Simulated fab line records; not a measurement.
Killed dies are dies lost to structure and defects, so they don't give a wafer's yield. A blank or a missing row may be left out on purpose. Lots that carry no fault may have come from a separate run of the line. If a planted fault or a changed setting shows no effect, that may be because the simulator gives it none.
Which of the tools did it? + flow sky130 + 15 lots, 45 wafers sampled, at 7 steps of a route of 708

## WHAT THE GAUGES READ, wafer by wafer
SKY_VT_ADJUST_NCORE_CD_MEAS_07 targets a cd of 380 nm.
| lot  | measured     | on        | cd nm (nm)        |
|------|--------------|-----------|-------------------|
| L530 | day 8 17:35  | cd sem-01 | 383.2 383.6 380.7 |
| L532 | day 9 07:12  | cd sem-01 | 379.2 379.5 378.3 |
| L533 | day 9 12:53  | cd sem-02 | 374.8 376.7 377.7 |
| L534 | day 9 21:50  | cd sem-02 | 379.4 380.8 381.6 |
| L535 | day 10 05:54 | cd sem-02 | 379.2 379.7 379.3 |
| L541 | day 12 05:47 | cd sem-02 | 382.0 381.3 382.6 |
| L542 | day 12 07:06 | cd sem-02 | 376.6 377.1 375.5 |
| L543 | day 12 12:08 | cd sem-01 | 379.1 382.9 381.6 |
| L547 | day 13 17:19 | cd sem-01 | 381.1 377.8 380.7 |
| L548 | day 14 00:58 | cd sem-01 | 377.4 381.3 376.4 |
| L549 | day 14 05:33 | cd sem-02 | 375.6 376.9 375.7 |
| L550 | day 14 19:30 | cd sem-01 | 377.9 378.2 376.9 |
| L551 | day 15 04:27 | cd sem-01 | 377.9 379.5 377.5 |
| L552 | day 15 06:30 | cd sem-01 | 380.3 379.7 380.5 |
| L553 | day 15 15:18 | cd sem-02 | 382.0 382.2 384.1 |

SKY_VT_ADJUST_HVTR_OVL_MEAS_08.
| lot  | measured     | on         | VT_ADJUST_HVTR_OVL (nm) |
|------|--------------|------------|-------------------------|
| L530 | day 9 14:36  | overlay-01 | 0.5 0.5 -0.8            |
| L532 | day 10 06:55 | overlay-01 | -1.3 -0.5 -1.9          |
| L533 | day 10 12:21 | overlay-02 | 1.6 1.4 1.0             |
| L534 | day 10 21:54 | overlay-01 | -0.3 -1.0 -1.7          |
| L535 | day 11 05:49 | overlay-01 | 1.2 1.4 0.4             |
| L541 | day 13 07:39 | overlay-01 | -0.4 -0.9 -0.3          |
| L542 | day 13 09:08 | overlay-02 | 0.1 1.8 3.1             |
| L543 | day 13 14:17 | overlay-02 | 2.4 1.0 2.5             |
| L547 | day 14 20:46 | overlay-01 | 0.1 -1.2 -0.3           |
| L548 | day 15 04:54 | overlay-02 | -0.3 -1.9 -0.5          |
| L549 | day 15 09:23 | overlay-01 | 2.7 1.9 2.1             |
| L550 | day 16 00:07 | overlay-02 | 1.1 3.4 1.4             |
| L551 | day 16 08:26 | overlay-01 | -0.8 2.8 1.8            |
| L552 | day 16 10:36 | overlay-01 | 0.2 -0.8 -2.8           |
| L553 | day 16 20:11 | overlay-01 | -2.8 -1.1 -1.3          |

SKY_VT_ADJUST_HVTR_TW_MEAS_11.
| lot  | measured     | on            | VT_ADJUST_HVTR_TW |
|------|--------------|---------------|-------------------|
| L530 | day 9 15:02  | film metro-03 | 210.6 210.1 209.0 |
| L532 | day 10 07:13 | film metro-01 | 210.7 209.7 210.5 |
| L533 | day 10 12:38 | film metro-04 | 212.0 213.3 212.9 |
| L534 | day 10 22:11 | film metro-04 | 212.6 212.4 212.0 |
| L535 | day 11 06:06 | film metro-04 | 213.7 214.1 214.1 |
| L541 | day 13 07:56 | film metro-01 | 211.7 212.6 212.1 |
| L542 | day 13 09:26 | film metro-03 | 210.3 210.1 209.9 |
| L543 | day 13 14:35 | film metro-04 | 212.8 213.3 212.8 |
| L547 | day 14 21:04 | film metro-04 | 211.9 212.6 211.1 |
| L548 | day 15 05:12 | film metro-01 | 210.7 211.9 211.3 |
| L549 | day 15 09:41 | film metro-04 | 211.7 211.7 210.2 |
| L550 | day 16 00:24 | film metro-01 | 209.8 211.6 210.6 |
| L551 | day 16 08:44 | film metro-03 | 210.1 210.0 210.6 |
| L552 | day 16 10:53 | film metro-03 | 211.8 210.3 209.8 |
| L553 | day 16 20:29 | film metro-01 | 211.1 211.2 211.5 |

SKY_SONOS_TUNNEL_TW_MEAS_12.
| lot  | measured     | on            | SONOS_TUNNEL_TW   |
|------|--------------|---------------|-------------------|
| L530 | day 11 15:02 | film metro-02 | 198.3 199.3 198.9 |
| L532 | day 12 07:02 | film metro-02 | 197.4 197.2 197.9 |
| L533 | day 12 12:57 | film metro-04 | 197.3 197.6 198.2 |
| L534 | day 13 00:45 | film metro-02 | 198.3 197.3 197.5 |
| L535 | day 13 08:25 | film metro-02 | 197.3 197.3 197.0 |
| L541 | day 15 15:16 | film metro-03 | 29.9 29.8 30.0    |
| L542 | day 15 17:10 | film metro-04 | 30.1 30.2 30.2    |
| L543 | day 15 20:53 | film metro-02 | 30.0 29.9 29.9    |
| L547 | day 17 06:13 | film metro-02 | 198.9 197.9 198.6 |
| L548 | day 17 15:43 | film metro-04 | 197.1 198.1 197.3 |
| L549 | day 17 19:27 | film metro-03 | 198.3 198.4 198.9 |
| L550 | day 18 11:22 | film metro-02 | 197.5 197.5 196.6 |
| L551 | day 18 20:57 | film metro-04 | 199.3 198.5 198.8 |
| L552 | day 18 23:46 | film metro-03 | 197.9 198.6 198.3 |
| L553 | day 19 10:52 | film metro-02 | 199.1 198.7 198.8 |

SKY_LI_CONTACT_BOW_MEAS_03.
| lot  | measured     | on            | LI_CONTACT_BOW (um) |
|------|--------------|---------------|---------------------|
| L530 | day 28 14:35 | film metro-02 | 59 52 59            |
| L532 | day 29 06:10 | film metro-02 | 64 52 54            |
| L533 | day 29 12:19 | film metro-02 | 68 60 58            |
| L534 | day 30 02:28 | film metro-04 | 60 55 59            |
| L535 | day 30 07:41 | film metro-04 | 57 58 52            |
| L541 | day 32 19:20 | film metro-02 | 13 17 10            |
| L542 | day 32 18:25 | film metro-02 | 17 26 21            |
| L543 | day 32 22:40 | film metro-02 | 17 19 28            |
| L547 | day 34 02:57 | film metro-02 | 70 58 59            |
| L548 | day 34 17:46 | film metro-02 | 47 51 49            |
| L549 | day 34 11:55 | film metro-02 | 55 51 63            |
| L550 | day 35 01:25 | film metro-04 | 52 60 53            |
| L551 | day 35 09:02 | film metro-01 | 58 57 51            |
| L552 | day 35 12:55 | film metro-04 | 63 58 59            |
| L553 | day 35 21:07 | film metro-01 | 60 67 60            |

SKY_CONTACT_BOW_MEAS_05.
| lot  | measured     | on            | CONTACT_BOW (um) |
|------|--------------|---------------|------------------|
| L530 | day 31 02:42 | film metro-02 | 88 78 86         |
| L532 | day 31 17:38 | film metro-03 | 89 79 80         |
| L533 | day 31 23:05 | film metro-03 | 92 86 83         |
| L534 | day 32 12:49 | film metro-02 | 86 83 87         |
| L535 | day 32 17:50 | film metro-01 | 82 82 77         |
| L541 | day 35 03:29 | film metro-02 | 42 44 38         |
| L542 | day 35 02:32 | film metro-01 | 41 49 45         |
| L543 | day 35 05:46 | film metro-02 | 42 44 53         |
| L547 | day 36 10:54 | film metro-02 | 98 85 86         |
| L548 | day 37 02:42 | film metro-02 | 77 80 78         |
| L549 | day 36 20:06 | film metro-03 | 76 73 83         |
| L550 | day 37 09:57 | film metro-03 | 75 81 76         |
| L551 | day 37 16:16 | film metro-03 | 83 82 76         |
| L552 | day 37 20:54 | film metro-01 | 88 83 83         |
| L553 | day 38 04:13 | film metro-02 | 85 94 85         |

## TOOL THAT RAN EACH LOT (tool first, then ch and the chambers of the sampled wafers, then the start)
| lot  | SKY_VT_ADJUST_PCH_STRIP_09           |
|------|--------------------------------------|
| L530 | plasma asher-03 ch 0,1, day 10 14:14 |
| L532 | plasma asher-01 ch 0,1, day 11 06:38 |
| L533 | plasma asher-01 ch 0,1, day 11 12:08 |
| L534 | plasma asher-01 ch 0,1, day 11 22:55 |
| L535 | plasma asher-02 ch 0,1, day 12 06:11 |
| L541 | plasma asher-01 ch 0,1, day 14 10:47 |
| L542 | plasma asher-02 ch 0,1, day 14 12:41 |
| L543 | plasma asher-01 ch 0,1, day 14 16:59 |
| L547 | plasma asher-02 ch 0,1, day 16 00:47 |
| L548 | plasma asher-02 ch 0,1, day 16 09:25 |
| L549 | plasma asher-03 ch 0,1, day 16 13:40 |
| L550 | plasma asher-02 ch 0,1, day 17 05:22 |
| L551 | plasma asher-03 ch 0,1, day 17 14:20 |
| L552 | plasma asher-03 ch 0,1, day 17 16:14 |
| L553 | plasma asher-02 ch 0,1, day 18 02:32 |
- SKY_VT_ADJUST_PCH_STRIP_09: strips in O2/N2.

## AS READ BY THE TOOLS THEMSELVES (means over the sampled wafers that have a number; for cases with no such wafer, the mark the record gives instead)
SKY_VT_ADJUST_PCH_STRIP_09.
| lot  | tool            | chamber pressure mTorr (mTorr) | drypump motor current A (A) | oes product au (a.u.) | strip time to endpoint s (s) |
|------|-----------------|--------------------------------|-----------------------------|-----------------------|------------------------------|
| L530 | plasma asher-03 | 1500.1                         | 5.8                         | 0.720                 | 36.91                        |
| L532 | plasma asher-01 | 1500.6                         | 6.0                         | 0.720                 | 37.00                        |
| L533 | plasma asher-01 | 1499.9                         | 6.2                         | 0.721                 | 37.04                        |
| L534 | plasma asher-01 | 1499.6                         | 6.2                         | 0.721                 | 36.93                        |
| L535 | plasma asher-02 | 1501.1                         | 6.1                         | 0.723                 | 36.81                        |
| L541 | plasma asher-01 | -                              | -                           | -                     | -                            |
| L542 | plasma asher-02 | -                              | -                           | -                     | -                            |
| L543 | plasma asher-01 | -                              | -                           | -                     | -                            |
| L547 | plasma asher-02 | 1498.9                         | 5.6                         | 0.720                 | 36.91                        |
| L548 | plasma asher-02 | 1500.1                         | 6.1                         | 0.720                 | 37.21                        |
| L549 | plasma asher-03 | 1499.8                         | 6.0                         | 0.722                 | 36.88                        |
| L550 | plasma asher-02 | 1500.9                         | 5.6                         | 0.717                 | 36.95                        |
| L551 | plasma asher-03 | 1499.2                         | 5.9                         | 0.724                 | 37.16                        |
| L552 | plasma asher-03 | 1500.4                         | 5.9                         | 0.721                 | 37.02                        |
| L553 | plasma asher-02 | 1500.0                         | 6.1                         | 0.721                 | 36.95                        |

## THE ANSWER, worked out from the rows above alone
Rule: the usual values come from the lots themselves. Put in order of their means at a reading, lots are off if they are a third of the lots or fewer, leave a main group of 4 or more, and stand apart from it by a gap of 3 or more times the standard deviation of the main group's means; of several such gaps the widest counts. If all means in a main group match to the digits the tables above print for the reading, that group is not used. A lot without any number at a reading at which 4 lots or more have one is off too. The other lots that the step has rows for count as sound. After the gauges, taken in route order, come the tools' own readings; for these a lot's mean is taken, as printed above. The first step at which some lot is off is used, and at that step the reading that is off furthest; a lot without a number counts as furthest.
Off: at SKY_SONOS_TUNNEL_TW_MEAS_12 (SONOS_TUNNEL_TW), L541, L542, L543. Main group: mean 198.1, sd 0.63.
If a tool, at a process step before that reading, ran all the lots that are off and no sound lot after the first of them, it fits. The gauges at SKY_SONOS_TUNNEL_TW_MEAS_12 aren't tried: what is off there is off at SKY_VT_ADJUST_PCH_STRIP_09 too, on other tools, and a gauge's error can't cause that. Of those tried, none fits.

## WHAT THE SIMULATOR HAD PUT IN
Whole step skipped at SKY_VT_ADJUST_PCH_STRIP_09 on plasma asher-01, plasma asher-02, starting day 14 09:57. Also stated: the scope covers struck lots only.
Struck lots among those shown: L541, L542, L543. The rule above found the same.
